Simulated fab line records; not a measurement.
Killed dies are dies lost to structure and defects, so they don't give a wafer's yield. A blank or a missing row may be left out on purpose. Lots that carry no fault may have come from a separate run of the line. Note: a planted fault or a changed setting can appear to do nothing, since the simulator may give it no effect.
Which of the tools did it? -- flow sky130 -- 33 wafers from 11 lots sampled at 2 of the route's 708 steps

## WHAT EACH GAUGE READ, for each wafer
SKY_VIA3_THK_MEAS_01.
lot,measured,on,VIA3_HDPCVD_THK (nm)
L719,day 39 00:53,film-metro-02,1634 1637 1626
L720,day 39 10:22,film-metro-02,1611 1628 1617
L721,day 39 17:34,film-metro-04,1647 1607 1641
L723,day 40 10:58,film-metro-03,1627 1661 1615
L728,day 42 13:26,film-metro-04,1260 1300 1257 1261 1299 1258
L730,day 42 19:02,film-metro-03,1306 1322 1286 1305 1323 1287
L731,day 42 19:32,film-metro-04,1645 1632 1656
L733,day 43 08:37,film-metro-02,1635 1630 1644
L735,day 43 17:53,film-metro-03,1651 1659 1663
L737,day 44 05:37,film-metro-04,1641 1623 1643
L741,day 45 11:45,film-metro-04,1642 1641 1643

## WHAT TOOL EACH LOT RAN ON (gives the tool, then ch and the chambers of the sampled wafers, and finally the start)
lot,SKY_VIA3_HDPCVD_00
L719,"hdpcvd-02 ch 0,1, day 39 00:42"
L720,"hdpcvd-02 ch 0,1, day 39 10:13"
L721,"hdpcvd-01 ch 0,1, day 39 17:24"
L723,"hdpcvd-02 ch 0,1,2, day 40 10:47"
L728,"hdpcvd-01 ch 0,1,2, day 42 13:17"
L730,"hdpcvd-01 ch 1,2, day 42 18:50"
L731,"hdpcvd-02 ch 0,1, day 42 19:22"
L733,"hdpcvd-02 ch 0,2, day 43 08:28"
L735,"hdpcvd-02 ch 0,1,2, day 43 17:43"
L737,"hdpcvd-02 ch 0,1, day 44 05:27"
L741,"hdpcvd-02 ch 0,1,2, day 45 11:38"
- SKY_VIA3_HDPCVD_00: deposits SiO2, target thk 1635 nm, time 272.5 s.

## THE ANSWER, worked out from the rows above alone
Rule: usual is defined by the lots themselves. The widest of any qualifying gaps counts: lots, ordered by their means at a reading, are off when they make up no more than a third of the lots, leave a main group of 4 or more, and stand apart from it by 3 or more times the standard deviation of that group's means. The tables above print the reading to a certain number of digits; a main group whose means all agree to those digits is not used. Also off: a lot with no number at a reading for which 4 or more lots have one. The other lots that the step has rows for count as sound.
Off: L728, L730, seen at SKY_VIA3_THK_MEAS_01 (VIA3_HDPCVD_THK). The main group: mean 1637 nm, standard deviation 10.
If a tool, at a process step before that reading, ran all the lots that are off and no sound lot after the first of them, it fits. Those tools and the gauges at SKY_VIA3_THK_MEAS_01 are tried in the same way. One fits: SKY_VIA3_HDPCVD_00 on hdpcvd-01. A fault onset in the window from L721 (day 39 17:24, its last sound lot) to L728 (day 42 13:17, its first lot off) fits.

## WHAT HAD BEEN PUT IN BY THE SIMULATOR
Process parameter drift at SKY_VIA3_HDPCVD_00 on hdpcvd-01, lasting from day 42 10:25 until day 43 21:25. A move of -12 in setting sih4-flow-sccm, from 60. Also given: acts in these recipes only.
Shown lots that were struck: L728, L730. This agrees with what the rule above found.
